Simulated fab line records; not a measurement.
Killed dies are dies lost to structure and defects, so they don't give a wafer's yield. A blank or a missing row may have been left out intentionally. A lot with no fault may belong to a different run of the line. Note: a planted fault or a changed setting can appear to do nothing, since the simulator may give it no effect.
Which tool did it? || flow sky130 || 30 wafers from 10 lots sampled at 3 of the route's 708 steps

## WHAT THE GAUGES READ, wafer by wafer
SKY_METAL5_RS_MEAS_05: uses a four-point probe to measure.
{"lot": "L910", "measured": "day 44 01:34", "on": "filmMetro-02", "METAL5_ALCU_RS (ohm/sq)": "0.02727 0.02747 0.02691"}
{"lot": "L913", "measured": "day 44 21:29", "on": "filmMetro-02", "METAL5_ALCU_RS (ohm/sq)": "0.02712 0.02737 0.02707"}
{"lot": "L912", "measured": "day 44 23:25", "on": "filmMetro-04", "METAL5_ALCU_RS (ohm/sq)": "0.02681 0.02708 0.02701"}
{"lot": "L914", "measured": "day 45 03:16", "on": "filmMetro-02", "METAL5_ALCU_RS (ohm/sq)": "0.02705 0.0274 0.02708"}
{"lot": "L918", "measured": "day 46 15:44", "on": "filmMetro-02", "METAL5_ALCU_RS (ohm/sq)": "0.02689 0.0269 0.02661"}
{"lot": "L916", "measured": "day 46 16:46", "on": "filmMetro-01", "METAL5_ALCU_RS (ohm/sq)": "0.02698 0.02688 0.02698"}
{"lot": "L920", "measured": "day 46 17:55", "on": "filmMetro-01", "METAL5_ALCU_RS (ohm/sq)": "0.0276 0.02766 0.02761"}
{"lot": "L921", "measured": "day 46 20:42", "on": "filmMetro-01", "METAL5_ALCU_RS (ohm/sq)": "0.02703 0.02718 0.02701"}
{"lot": "L925", "measured": "day 48 05:05", "on": "filmMetro-02", "METAL5_ALCU_RS (ohm/sq)": "0.02686 0.02691 0.02713"}
{"lot": "L927", "measured": "day 48 10:37", "on": "filmMetro-01", "METAL5_ALCU_RS (ohm/sq)": "0.02787 0.02744 0.02779"}

## WHICH TOOL RAN EACH LOT (tool, then ch and the chambers of the sampled wafers, then the start)
{"lot": "L910", "SKY_METAL5_SPUTTER_00": "pvdSputter-01, day 44 01:20", "SKY_METAL5_SPUTTER_01": "pvdSputter-01, day 44 01:22"}
{"lot": "L913", "SKY_METAL5_SPUTTER_00": "pvdSputter-02, day 44 21:17", "SKY_METAL5_SPUTTER_01": "pvdSputter-02, day 44 21:19"}
{"lot": "L912", "SKY_METAL5_SPUTTER_00": "pvdSputter-02, day 44 23:13", "SKY_METAL5_SPUTTER_01": "pvdSputter-02, day 44 23:14"}
{"lot": "L914", "SKY_METAL5_SPUTTER_00": "pvdSputter-02, day 45 03:06", "SKY_METAL5_SPUTTER_01": "pvdSputter-02, day 45 03:08"}
{"lot": "L918", "SKY_METAL5_SPUTTER_00": "pvdSputter-01, day 46 15:34", "SKY_METAL5_SPUTTER_01": "pvdSputter-01, day 46 15:36"}
{"lot": "L916", "SKY_METAL5_SPUTTER_00": "pvdSputter-04, day 46 16:33", "SKY_METAL5_SPUTTER_01": "pvdSputter-04, day 46 16:34"}
{"lot": "L920", "SKY_METAL5_SPUTTER_00": "pvdSputter-02, day 46 17:44", "SKY_METAL5_SPUTTER_01": "pvdSputter-02, day 46 17:45"}
{"lot": "L921", "SKY_METAL5_SPUTTER_00": "pvdSputter-02, day 46 20:32", "SKY_METAL5_SPUTTER_01": "pvdSputter-02, day 46 20:34"}
{"lot": "L925", "SKY_METAL5_SPUTTER_00": "pvdSputter-04, day 48 04:56", "SKY_METAL5_SPUTTER_01": "pvdSputter-04, day 48 04:57"}
{"lot": "L927", "SKY_METAL5_SPUTTER_00": "pvdSputter-02, day 48 10:27", "SKY_METAL5_SPUTTER_01": "pvdSputter-02, day 48 10:28"}
- SKY_METAL5_SPUTTER_00: material Ti, target thk 15 nm, time 10 s.
- SKY_METAL5_SPUTTER_01: material TiN, target thk 20 nm, time 16.7 s.

## THE ANSWER, worked out from the rows above alone
Rule: the usual values come from the lots themselves. The widest of any qualifying gaps counts: lots, ordered by their means at a reading, are off when they make up no more than a third of the lots, leave a main group of 4 or more, and stand apart from it by 3 or more times the standard deviation of that group's means. A main group is skipped when, at the precision printed for the reading in the tables above, its means are all equal. Also off: a lot with no number at a reading for which 4 or more lots have one. Any other lot the step has rows for is counted as sound.
No lot is off on any of the readings shown, so nothing can be concluded from this.

## WHAT THE SIMULATOR HAD INSERTED
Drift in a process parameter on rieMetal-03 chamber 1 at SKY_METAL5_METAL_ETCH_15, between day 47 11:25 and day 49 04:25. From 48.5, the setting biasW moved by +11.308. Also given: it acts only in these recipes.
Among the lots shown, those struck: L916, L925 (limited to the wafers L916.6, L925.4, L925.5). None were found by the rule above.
